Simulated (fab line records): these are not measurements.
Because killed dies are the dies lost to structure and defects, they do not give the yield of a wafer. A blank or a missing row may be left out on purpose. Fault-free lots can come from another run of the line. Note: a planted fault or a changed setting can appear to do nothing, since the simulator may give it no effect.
Matching of chambers -- flow sfqLine -- SFQ_TRILAYER_I6_VIA_BARC_OPEN_VIA_ETCH_235 on rieDiel-04 has 4 sister chambers
The step etches BARC in O2, target depth 125 nm, time 41.7 s. 16 wafers are shown with their chamber, then 7 later ones without.

WAFERS, EACH WITH ITS CHAMBER
wafer,chamber,drypumpMotorCurrentA (A),rfFwdPowerW (W),oesProductAu (a.u.)
L127.1,2,5.3,495.0,0.684
L127.3,0,5.7,495.0,0.684
L127.6,2,5.3,495.7,0.675
L130.3,2,5.3,496.6,0.687
L130.4,0,5.7,494.3,0.684
L130.6,0,5.7,493.2,0.681
L132.1,0,5.7,494.2,0.682
L132.2,3,6.0,494.0,0.682
L132.6,0,5.7,493.2,0.686
L136.3,1,5.3,495.7,0.685
L136.4,2,5.4,495.9,0.674
L136.5,0,5.7,495.9,0.681
L137.3,3,6.1,495.8,0.679
L137.4,0,5.7,498.2,0.679
L137.5,1,5.4,495.7,0.681
L141.1,3,6.0,494.7,0.693

SIGNATURES (means of the wafers above)
reading,chamber 0,chamber 1,chamber 2,chamber 3,scatter within a chamber
drypumpMotorCurrentA,5.700,5.350,5.325,6.033,0.04
rfFwdPowerW,494.857,495.700,495.800,494.833,1.34
oesProductAu,0.68243,0.68300,0.68000,0.68467,0.0048
Rule: a wafer lies at a distance from a chamber equal to the root of the sum of squares, over the readings, of (its reading less the chamber's mean, divided by the reading's scatter). If the next closest chamber is less than 2 further off than the closest, the wafer can't be placed; otherwise it belongs to the closest. How the scatter is found: for the shown wafers, subtract from each reading the mean of its chamber, square and add these, divide the total by (wafers less chambers), then take the root.

WAFERS WHOSE CHAMBER IS MISSING
wafer,drypumpMotorCurrentA (A),rfFwdPowerW (W),oesProductAu (a.u.)
L141.3,5.4,496.5,0.683
L141.5,5.7,492.3,0.683
L142.5,5.7,496.2,0.681
L142.6,6.1,492.6,0.676
L149.1,5.3,495.2,0.689
L149.3,5.4,495.9,0.687
L149.4,6.0,494.2,0.684

WHICH CHAMBER EACH WENT THROUGH
wafer,from the rows above,in truth
L141.3,can't be placed: 1 or 2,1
L141.5,0,0
L142.5,0,0
L142.6,3,3
L149.1,can't be placed: 1 or 2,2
L149.3,can't be placed: 1 or 2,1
L149.4,3,3
Placed correctly: 4 of 7. From these rows, 3 cannot be placed; in 3 the true chamber is one of the candidates. Wrongly placed: 0.
